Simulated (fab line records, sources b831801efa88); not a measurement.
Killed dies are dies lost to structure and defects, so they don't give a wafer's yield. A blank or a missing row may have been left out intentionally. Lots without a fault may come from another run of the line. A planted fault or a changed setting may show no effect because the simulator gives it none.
A lot that was struck, set against a sound lot -- flow sky130 -- 14 out of 708 route steps
Sound: wafers L278.2, L278.3, L278.6. Wafers L275.1, L275.5, L275.6 were the ones struck. The cause comes at the end.
Each step with rows lists, per side, the tool, then ch with its chambers, then its first start. Under that, the readings that differ: sound wafers -- struck wafers -- difference of the means -- sigmas: that difference in standard deviations of wafers without a fault.
alike: a reading whose means differ by less than 2 such deviations, as well as words and numbers matching on both sides. not compared: withheld readings; readings where some wafer has no value; bounds like >300 that might hide an equal value; numbers whose values overlap and for which the record gives no deviation.
A row with sigmas, a row that says differs or no value, or rows on one side alone: a step with any of these is where the two part. Non-overlapping numbers with no deviation appear without sigmas and do not part them. A reading that every wafer of one side lacks parts them only if that side has two wafers or more.

first, 4 steps without rows for these wafers: SKY_VIA2_SOFTBAKE_08 (time 90 s); SKY_VIA2_EXPOSE_09 (exposes mask VIM2, target cd 200 nm); SKY_VIA2_PEB_10; SKY_VIA2_DEVELOP_11 (develop time 60 s).
SKY_VIA2_CD_MEAS_12: the cd target is 200 nm.
  sound on cd_sem-02 at day 42 12:02; struck on cd_sem-02 at day 42 07:17
  alike: cd_nm
SKY_VIA2_OVL_MEAS_13:
  sound on overlay-01 at day 42 12:08; struck on overlay-01 at day 42 07:24
  alike: VIA2_OVL
SKY_VIA2_ETCH_14: etches BARC in N2/H2, stops on SiO2, time 45.9 s, target depth 60 nm.
  sound on rie_diel-03 ch 0,2, day 42 12:10; struck on rie_diel-02 ch 1,2,3, day 42 07:26
  alike: drypump_motor_current_A, oes_product_au, rf_fwd_power_W, throttle_valve_pct
  not compared: rf_hours_counter_h
SKY_VIA2_ETCH_15: etches SiO2 in C4F8/O2/Ar, stops on TiN, target depth 546 nm, time 84 s.
  sound on rie_diel-03 ch 0,2, day 42 12:13; struck on rie_diel-02 ch 1,2,3, day 42 07:29
  alike: oes_product_au, rf_fwd_power_W
  not compared: rf_hours_counter_h
SKY_VIA2_STRIP_16: strips in O2/N2.
  sound on plasma_asher-02 ch 0,1, day 42 12:16; struck on plasma_asher-01 ch 0,1, day 42 07:32
  alike: drypump_motor_current_A, oes_product_au, strip_time_to_endpoint_s
  not compared: rf_hours_counter_h
then, 3 steps without rows for these wafers: SKY_VIA2_STRIP_17 (strips in post etch residue remover, time 1200 s); SKY_VIA2_CLEAN_18 (cleans in IPA, time 180 s); SKY_VIA2_CLEAN_19 (cleans in O3/DIW).
SKY_VIA2_SPUTTER_20: material TiN, target thk 20 nm, time 80 s.
  sound on pvd_sputter-03 at day 42 12:52; struck on pvd_sputter-01 at day 42 08:08
  no value came back on the struck wafers for cathode_dc_power_W (W), chamber_pressure_pa (Pa), throttle_valve_pct (%); on the sound wafers cathode_dc_power_W (W) reads 3999.5 4000.7 4000.2
SKY_VIA2_CVD_21: deposits W, target thk 420 nm, time 126.4 s.
  sound on cvd_w-01 ch 0,1, day 42 12:56; struck on cvd_w-01 ch 0,1, day 42 08:11
  alike: heater_power_w

## WHERE THEY PART
Only at SKY_VIA2_SPUTTER_20, within this record. Later steps at which nothing parts them and some readings are alike: SKY_VIA2_CVD_21.

WHY: the cause the simulator had injected
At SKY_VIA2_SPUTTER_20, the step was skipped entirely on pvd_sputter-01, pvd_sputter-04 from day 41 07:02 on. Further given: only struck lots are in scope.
